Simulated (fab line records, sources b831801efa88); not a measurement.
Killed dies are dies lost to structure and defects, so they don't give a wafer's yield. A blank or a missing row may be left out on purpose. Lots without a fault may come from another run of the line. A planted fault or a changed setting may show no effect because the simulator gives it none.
Chamber matching | flow sky130 | SKY_METAL3_ETCH_17 on rie_diel-03: 4 sister chambers
The step etches SiO2 in C4F8/O2/Ar, stops on TiN, time 3.9 s, target depth 15 nm. 14 wafers are shown with their chamber, then 7 later ones without.

WAFERS WITH THEIR CHAMBER
wafer  | chamber | oes_product_au (a.u.)
L079.1 | 2       | 0.755
L079.2 | 0       | 0.745
L079.5 | 1       | 0.756
L081.1 | 0       | 0.736
L081.3 | 1       | 0.762
L081.6 | 3       | 0.750
L084.1 | 3       | 0.731
L084.4 | 3       | 0.751
L084.6 | 2       | 0.744
L087.2 | 1       | 0.759
L087.5 | 0       | 0.762
L087.6 | 1       | 0.763
L086.1 | 0       | 0.749
L086.3 | 3       | 0.743

SIGNATURES (means of the wafers above)
reading        | chamber 0 | chamber 1 | chamber 2 | chamber 3 | scatter within a chamber
oes_product_au | 0.74800   | 0.76000   | 0.74950   | 0.74375   | 0.00834
Rule: a wafer's distance from a chamber is the root of the sum, over the readings, of the square of ((its reading less the chamber's mean) divided by the reading's scatter). The wafer belongs to the nearest chamber; if the next one is less than 2 further off, it can't be placed. The scatter: the root of (the sum of the squares of (reading less its chamber's mean) over the shown wafers, divided by (wafers less chambers)).

WAFERS WITHOUT THEIR CHAMBER
wafer  | oes_product_au (a.u.)
L086.5 | 0.749
L094.1 | 0.752
L094.2 | 0.746
L094.6 | 0.767
L095.1 | 0.740
L095.2 | 0.743
L095.3 | 0.742

WHICH CHAMBER EACH WENT THROUGH
wafer  | from the rows above               | in truth
L086.5 | can't be placed: 2 or 0 or 3 or 1 | 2
L094.1 | can't be placed: 2 or 0 or 1 or 3 | 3
L094.2 | can't be placed: 0 or 3 or 2 or 1 | 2
L094.6 | can't be placed: 1 or 2 or 0 or 3 | 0
L095.1 | can't be placed: 3 or 0 or 2 or 1 | 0
L095.2 | can't be placed: 3 or 0 or 2 or 1 | 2
L095.3 | can't be placed: 3 or 0 or 2 or 1 | 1
Placed correctly: 0 of 7. Can't be placed from these rows: 7 (the true chamber is among the candidates in 7). Placed wrongly: 0.
